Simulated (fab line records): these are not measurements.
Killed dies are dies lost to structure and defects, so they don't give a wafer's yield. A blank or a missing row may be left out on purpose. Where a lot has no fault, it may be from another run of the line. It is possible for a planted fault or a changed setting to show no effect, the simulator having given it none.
Chamber matching ; flow sky130 ; 4 sister chambers for SKY_LI_CONTACT_CMP_24 on cmp-01
The step polishes, stops on PSG, t overpolish 20 s, target thk 0 nm. 27 wafers are shown with their chamber, then 12 later ones without.

## WAFERS WITH THEIR CHAMBER
wafer;chamber;motor-current-A (A);time-to-endpoint-s (s);retaining-ring-pressure-frac
L074.3;0;9.3;92;0.998
L074.5;2;13.0;99;0.995
L074.6;3;10.5;100;1.005
L077.1;1;10.5;87;1.005
L077.4;2;12.2;99;0.996
L077.5;0;9.5;94;1.000
L080.2;1;9.7;90;1.003
L080.5;1;9.8;89;1.003
L080.6;0;9.5;91;1.003
L079.3;2;12.7;93;0.996
L079.4;0;9.1;92;1.003
L079.5;0;8.9;92;1.000
L081.3;2;12.0;99;1.008
L081.5;3;9.6;100;1.003
L081.6;0;9.1;94;0.998
L083.1;1;10.4;86;1.004
L083.2;0;9.6;93;0.995
L083.4;2;12.4;98;0.999
L085.3;2;12.9;97;1.006
L085.5;2;13.3;98;1.001
L085.6;3;9.9;100;1.004
L086.1;3;10.0;103;1.007
L086.2;2;12.6;101;1.009
L086.4;1;9.7;97;1.003
L087.2;1;9.9;90;1.000
L087.3;2;12.5;96;1.003
L087.5;2;12.8;97;1.002

SIGNATURES (means of the wafers above)
reading;chamber 0;chamber 1;chamber 2;chamber 3;scatter within a chamber
motor-current-A;9.286;10.000;12.640;10.000;0.35
time-to-endpoint-s;92.57;89.83;97.70;100.75;2.39
retaining-ring-pressure-frac;0.99957;1.00300;1.00150;1.00475;0.00363
Rule: distance of a wafer from a chamber = root of the sum over the readings of ((wafer's reading minus chamber's mean) / reading's scatter) squared. The wafer belongs to the nearest chamber; if the next one is less than 2 further off, it can't be placed. How the scatter is found: for the shown wafers, subtract from each reading the mean of its chamber, square and add these, divide the total by (wafers less chambers), then take the root.

## WAFERS WHOSE CHAMBER IS MISSING
wafer;motor-current-A (A);time-to-endpoint-s (s);retaining-ring-pressure-frac
L089.2;8.9;94;1.006
L089.5;9.4;95;1.005
L089.6;10.3;92;0.995
L091.3;9.3;91;0.991
L091.4;13.2;97;1.002
L091.5;12.8;95;1.001
L094.1;8.9;90;1.001
L094.3;12.6;95;1.007
L094.6;9.1;95;1.005
L097.1;10.1;102;0.999
L097.2;13.3;97;0.996
L097.5;9.5;91;1.005

## THE CHAMBER EACH PASSED THROUGH
wafer;from the rows above;in truth
L089.2;can't be placed: 0 or 1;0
L089.5;can't be placed: 0 or 1 or 3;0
L089.6;can't be placed: 1 or 0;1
L091.3;can't be placed: 0 or 1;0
L091.4;2;2
L091.5;2;2
L094.1;can't be placed: 0 or 1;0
L094.3;2;2
L094.6;can't be placed: 0 or 1 or 3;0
L097.1;3;3
L097.2;2;2
L097.5;can't be placed: 1 or 0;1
Correctly placed: 5 of 12. Unplaceable from these rows: 7, with the true chamber sitting among the candidates in 7. 0 placed wrongly.
